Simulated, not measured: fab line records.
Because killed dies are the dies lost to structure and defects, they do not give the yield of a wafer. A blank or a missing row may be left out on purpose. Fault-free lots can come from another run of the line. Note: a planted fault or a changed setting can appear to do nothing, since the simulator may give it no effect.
Code-filled problem report in 8D (eight disciplines) form / flow gf180mcu / the parts of the form that need people (team, actions taken, sign-off) are left out

== 1. WHAT WENT WRONG ==
POLY_GATE_CVD_00_THK at GF_POLY_GATE_THK_MEAS_01 reads a mean of 117.1 nm on 3 wafers of 1 lot; wafers without a fault read 200.8 nm with a standard deviation of 2.1. Relative to the usual mean, that is a shift of -40 standard deviations.
Seen first at day 13 13:43 on film-metro-01, wafer L122.2. Wafers with a number at this step in the record: 33, from 11 lots. The rule behind "out" and "out of limits": a value lying over 4 standard deviations away from the usual mean. The rest of the wafers with a number are treated as sound.

== 2. WHAT IT IS AND WHAT IT IS NOT ==
question=which readings at this step | is=POLY_GATE_CVD_00_THK | is not=-
question=which lots | is=L122 | is not=L104, L105, L106, L107, L109, L114, L115, L118, L120, L127
question=which wafers of those lots | is=all that have a number | is not=-
question=read on which gauges | is=film-metro-01 | is not=film-metro-03, film-metro-04
question=when | is=from day 13 13:43 | is not=up to then (27 sound wafers); but 3 sound wafers of L127 came after

== 3. THE SUSPECTS, EACH WITH WHAT RULES IT OUT ==
Counting: a tool stays on the suspect list if, at a process step up to the reading, it processed all lots that are out and no sound lot following the first of them.
- the gauge at GF_POLY_GATE_THK_MEAS_01: ruled out. All the wafers that are out were read on film-metro-01, but those of them that GF_POLY_GATE_CVD_00 has rows for are out there too, on other tools.
- lpcvd-02 at GF_POLY_GATE_CVD_00 (deposits poly-Si, target thk 200 nm, time 1200 s): kept. It ran the lot that is out, L122 (day 13 12:22), and no sound lot after that; its last sound lot up to then is L120 (day 12 20:23). Its own readings are out on those wafers: spike-tc-bottom-C, spike-tc-centre-C, spike-tc-lower-C, spike-tc-top-C, spike-tc-upper-C, susceptor-temp-C.
Left after counting: lpcvd-02 at GF_POLY_GATE_CVD_00.

== 4. THE CAUSE (what the simulator had put in) ==
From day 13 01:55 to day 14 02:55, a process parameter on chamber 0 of lpcvd-02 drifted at GF_POLY_GATE_CVD_00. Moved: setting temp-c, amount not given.
This tool alone remained once counting was done.

== 5. THE CHAIN OF EFFECTS, in route order ==
Rows list readings where the struck wafers' mean (over those with a number) sits beyond 3 standard deviations from the usual. Only readings for which the record gives a usual standard deviation are gone through. hours: the time from each lot's start at the first step in this table that gives one to its start at this step, as a median over the lots. sigmas: the change in usual standard deviations.
hours=0; step=GF_POLY_GATE_CVD_00; reading=spike-tc-bottom-C; usual=639.3 C; on struck wafers=618.6; change=-20.7; sigmas=-7.7
hours=0; step=GF_POLY_GATE_CVD_00; reading=spike-tc-centre-C; usual=620.2 C; on struck wafers=598.1; change=-22.1; sigmas=-20
hours=0; step=GF_POLY_GATE_CVD_00; reading=spike-tc-lower-C; usual=620.4 C; on struck wafers=599.6; change=-20.8; sigmas=-13
hours=0; step=GF_POLY_GATE_CVD_00; reading=spike-tc-top-C; usual=639.1 C; on struck wafers=620.0; change=-19.1; sigmas=-6.8
hours=0; step=GF_POLY_GATE_CVD_00; reading=spike-tc-upper-C; usual=620.2 C; on struck wafers=597.0; change=-23.2; sigmas=-15
hours=0; step=GF_POLY_GATE_CVD_00; reading=susceptor-temp-C; usual=619.95 C; on struck wafers=597.29; change=-22.66; sigmas=-84
hours=1; step=GF_POLY_GATE_THK_MEAS_01; reading=POLY_GATE_CVD_00_THK; usual=200.8 nm; on struck wafers=117.1; change=-83.7; sigmas=-40
hours=22; step=GF_POLY_GATE_ETCH_13; reading=oes-product-au; usual=0.990 a.u.; on struck wafers=0.704; change=-0.286; sigmas=-29
The process steps in it:
- GF_POLY_GATE_CVD_00: deposits poly-Si, target thk 200 nm, time 1200 s.
- GF_POLY_GATE_ETCH_13: etches poly-Si in HBr/Cl2, stops on SiO2, target depth 198.5 nm, time 69.6 s.
Later steps that measure or inspect, where all struck wafers having a row at the step show a number for every such reading and not one has moved that far: GF_HV_LDD_OVL_MEAS_47.

== 6. WHAT WOULD HAVE CAUGHT IT SOONER ==
In this record the first reading out of limits at a measuring or inspecting step was taken at day 13 13:43, 12 hours after the fault began at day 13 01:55.
The tool's own readings at GF_POLY_GATE_CVD_00 were out on every struck wafer that the step has a row for (spike-tc-bottom-C, spike-tc-centre-C, spike-tc-lower-C, spike-tc-top-C, spike-tc-upper-C, susceptor-temp-C): an alarm limit on them would have fired on the first of those.
Each of the lots that are out, 1 in all, had begun GF_POLY_GATE_CVD_00 on lpcvd-02 no later than day 13 13:43. Had the tool been put on hold then, not one of them would have been saved.
